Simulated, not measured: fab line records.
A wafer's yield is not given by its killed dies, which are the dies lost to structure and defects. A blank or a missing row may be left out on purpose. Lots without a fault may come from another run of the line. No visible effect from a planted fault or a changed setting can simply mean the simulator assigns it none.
Matching of chambers / flow gf180mcu / 4 sister chambers for GF_V2_CMP_26 on cmp-02
The step polishes, stops on SiO2, t overpolish 15 s, target thk 0 nm. 8 wafers are shown with their chamber, then 9 later ones without.

WAFERS WITH THEIR CHAMBER
wafer=L953.4; chamber=3; motor current A (A)=12.1; overpolish run s (s)=15.002
wafer=L954.5; chamber=3; motor current A (A)=11.7; overpolish run s (s)=15.007
wafer=L968.3; chamber=0; motor current A (A)=10.1; overpolish run s (s)=14.995
wafer=L968.5; chamber=1; motor current A (A)=11.3; overpolish run s (s)=14.996
wafer=L968.6; chamber=2; motor current A (A)=11.3; overpolish run s (s)=15.003
wafer=L973.2; chamber=0; motor current A (A)=10.3; overpolish run s (s)=15.007
wafer=L973.3; chamber=1; motor current A (A)=11.0; overpolish run s (s)=14.995
wafer=L973.4; chamber=2; motor current A (A)=11.2; overpolish run s (s)=15.002

WAFERS WITHOUT THEIR CHAMBER
wafer=L974.2; motor current A (A)=11.5; overpolish run s (s)=15.002
wafer=L974.4; motor current A (A)=10.2; overpolish run s (s)=14.997
wafer=L974.6; motor current A (A)=11.2; overpolish run s (s)=14.983
wafer=L975.2; motor current A (A)=10.2; overpolish run s (s)=15.009
wafer=L975.3; motor current A (A)=11.5; overpolish run s (s)=15.011
wafer=L975.5; motor current A (A)=10.5; overpolish run s (s)=14.993
wafer=L976.1; motor current A (A)=9.7; overpolish run s (s)=15.007
wafer=L976.3; motor current A (A)=11.3; overpolish run s (s)=14.996
wafer=L976.6; motor current A (A)=11.6; overpolish run s (s)=15.013

THE CHAMBER EACH PASSED THROUGH
wafer=L974.2; from the rows above=can't be placed: 2 or 3 or 1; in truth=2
wafer=L974.4; from the rows above=0; in truth=0
wafer=L974.6; from the rows above=can't be placed: 1 or 2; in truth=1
wafer=L975.2; from the rows above=0; in truth=0
wafer=L975.3; from the rows above=can't be placed: 2 or 3 or 1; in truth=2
wafer=L975.5; from the rows above=can't be placed: 0 or 1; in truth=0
wafer=L976.1; from the rows above=0; in truth=0
wafer=L976.3; from the rows above=can't be placed: 1 or 2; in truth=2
wafer=L976.6; from the rows above=can't be placed: 3 or 2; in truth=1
Correctly placed: 3 of 9. Not placeable from these rows: 6 (in 5, the candidates include the true chamber). 0 placed wrongly.
How it was worked out, from the rows above alone: a wafer's distance from a chamber is the root of the sum, over the readings, of the square of ((its reading less the chamber's mean) divided by the reading's scatter). If the next closest chamber is less than 2 further off than the closest, the wafer can't be placed; otherwise it belongs to the closest. Each chamber's mean is taken over the wafers shown for it. The scatter: take each reading less its chamber's mean, square it, sum over the shown wafers, divide by the number of wafers less the number of chambers, and take the root.
